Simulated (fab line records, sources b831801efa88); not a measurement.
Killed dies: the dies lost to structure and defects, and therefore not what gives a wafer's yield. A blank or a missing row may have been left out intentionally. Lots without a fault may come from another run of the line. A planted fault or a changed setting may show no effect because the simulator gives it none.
Which tool was responsible? | flow sky130 | 14 lots, 42 wafers sampled, at 2 steps of a route of 708

## WHAT EACH GAUGE READ, for each wafer
The record lacks any reading of a measuring or inspecting step that a usual standard deviation could be used to judge.

## WHICH TOOL RAN EACH LOT (tool, then ch and the chambers of the sampled wafers, then the start)
lot  | SKY_VIA1_DEVELOP_11               | SKY_PAD_OPEN_PROBE_99
L544 | litho track-03 ch 0, day 33 07:00 | -
L546 | litho track-02 ch 0, day 34 05:00 | -
L547 | litho track-04 ch 0, day 34 11:00 | -
L548 | litho track-02 ch 0, day 34 20:00 | -
L553 | litho track-04 ch 0, day 37 18:00 | -
L555 | litho track-04 ch 0, day 37 22:00 | prober-02, day 48 11:31
L556 | litho track-03 ch 0, day 38 00:00 | -
L560 | litho track-03 ch 0, day 39 03:00 | -
L561 | litho track-03 ch 0, day 39 09:00 | -
L562 | litho track-02 ch 0, day 39 16:00 | -
L564 | litho track-03 ch 0, day 40 01:00 | -
L565 | litho track-02 ch 0, day 40 11:00 | -
L566 | litho track-04 ch 0, day 40 11:00 | -
L567 | litho track-03 ch 0, day 40 12:00 | -
- SKY_VIA1_DEVELOP_11: develop time 60 s.
- SKY_PAD_OPEN_PROBE_99

## WHAT THE TOOLS THEMSELVES READ (means of the sampled wafers that have a number; where no wafer has one, the mark that the record gives instead)
SKY_VIA1_DEVELOP_11.
lot  | tool           | developer temp C (C)
L544 | litho track-03 | 21.02
L546 | litho track-02 | 20.98
L547 | litho track-04 | 21.04
L548 | litho track-02 | 20.99
L553 | litho track-04 | 20.11
L555 | litho track-04 | 20.19
L556 | litho track-03 | 21.00
L560 | litho track-03 | 21.05
L561 | litho track-03 | 20.82
L562 | litho track-02 | 21.00
L564 | litho track-03 | 21.03
L565 | litho track-02 | 20.94
L566 | litho track-04 | 20.92
L567 | litho track-03 | 21.02

SKY_PAD_OPEN_PROBE_99.
lot  | tool      | defect limited yield (%) | killed_at_M0_to_M3 | killed_at_M4_up | killed at contacts | killed at front end | killed at other | killed dies | killed open | killed short | sort_bin_3_pad_short (%) | sort_bin_5_function (%) | sort_bin_6_memory (%) | sort n pass | sort yield pct (%)
L555 | prober-02 | 80.7                     | 52                 | 4.0             | 21                 | 18                  | 0.0             | 95          | 49          | 46           | 1.6                      | 9.3                     | 8.3                   | 397         | 80.7

## THE ANSWER, worked out from the rows above alone
Rule: what is usual is taken from the lots themselves. The widest of any qualifying gaps counts: lots, ordered by their means at a reading, are off when they make up no more than a third of the lots, leave a main group of 4 or more, and stand apart from it by 3 or more times the standard deviation of that group's means. The tables above print the reading to a certain number of digits; a main group whose means all agree to those digits is not used. Also off: a lot with no number at a reading for which 4 or more lots have one. The other lots that the step has rows for count as sound. Order of review: gauges by route order, followed by the tools' own readings, for which a lot's mean as printed above is used. At the first step where some lot is off, the reading lying furthest off is the one used; lots without a number count as furthest.
Off: L553, L555, at SKY_VIA1_DEVELOP_11 (developer temp C). For the main group the mean is 20.98 C and the standard deviation 0.062.
A tool fits if, at that step or a process step before it, it ran every lot that is off, and no sound lot after the first of them. Of those tried, none fits.

## WHAT THE SIMULATOR HAD INSERTED
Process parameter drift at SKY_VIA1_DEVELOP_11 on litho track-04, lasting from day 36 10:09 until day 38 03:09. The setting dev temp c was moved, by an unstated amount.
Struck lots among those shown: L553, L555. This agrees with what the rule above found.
